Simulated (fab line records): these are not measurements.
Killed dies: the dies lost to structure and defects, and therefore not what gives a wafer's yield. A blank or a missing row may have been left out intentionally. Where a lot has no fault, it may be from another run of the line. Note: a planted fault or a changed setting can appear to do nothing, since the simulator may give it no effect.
The same fault as seen by 2 desks || flow gf180mcu || numbers are kept per desk, each desk with only its own; the story behind them comes last

## THE METROLOGY DESK
What the gauges read for every lot (on any tool): the sampled wafers with a number, averaged. A lot is out of limits, marked OUT, if its mean lies more than 4 standard deviations from the usual mean; the brackets give that distance.
Columns: A = CONTACT_W_RS at GF_CONTACT_RS_MEAS_25, usual 0.379 ohm/sq; B = CONTACT_W_THK at GF_CONTACT_THK_MEAS_26, usual 315 nm
{"lot": "L795", "first seen here": "day 18 04:41", "A": 0.377, "B": 317}
{"lot": "L802", "first seen here": "day 20 13:28", "A": 0.375, "B": 313}
{"lot": "L805", "first seen here": "day 21 14:17", "A": 0.380, "B": 308}
{"lot": "L806", "first seen here": "day 21 23:03", "A": 0.375, "B": 322}
{"lot": "L810", "first seen here": "day 23 07:14", "A": 0.385, "B": 312}
{"lot": "L811", "first seen here": "day 23 14:14", "A": 0.387, "B": 311}
This desk's finding: nothing out of limits on any of the 6 lots.

## FOR THE TOOL OWNER'S DESK: pvdSputter-04
The tool's own readings at GF_M1_SPUTTER_00 (material Ti, target thk 37.5 nm, time 150 s): means of the sampled wafers that have a number, for each lot that ran on this tool. A lot is out of limits, marked OUT, if its mean lies more than 4 standard deviations from the usual mean; the brackets give that distance.
Columns: A = chamberPressurePa at GF_M1_SPUTTER_00, usual 2.000 Pa; B = throttleValvePct at GF_M1_SPUTTER_00, usual 29.9 %
{"lot": "L802", "first seen here": "day 20 13:56", "A": 1.999, "B": 30.1}
{"lot": "L805", "first seen here": "day 21 14:46", "A": "2.269 (+67) OUT", "B": "27.8 (-4.3) OUT"}
{"lot": "L806", "first seen here": "day 21 23:41", "A": "2.272 (+68) OUT", "B": 28.8}
This desk's verdict: out of limits on L805, L806, starting with L805 at day 21 14:46 (chamberPressurePa at GF_M1_SPUTTER_00). L802 stayed within limits.

## TAKEN TOGETHER
The tool owner's desk could have raised an alarm at day 21 14:46, on L805, L806.
At the metrology desk, nothing out of limits was observed.
The metrology desk holds a record of L805, L806, inside its limits.
The lots listed all ran GF_M1_SPUTTER_00 on pvdSputter-04.

## WHAT THE SIMULATOR PUT IN
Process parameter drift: pvdSputter-04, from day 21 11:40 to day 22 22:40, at GF_M1_SPUTTER_00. From 2, the setting chamberPressurePa moved by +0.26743. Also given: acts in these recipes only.
Lots struck among those shown: L805, L806.
How many hours passed from the start of the fault until each desk's first out-of-limits reading: the tool owner's desk, 3.
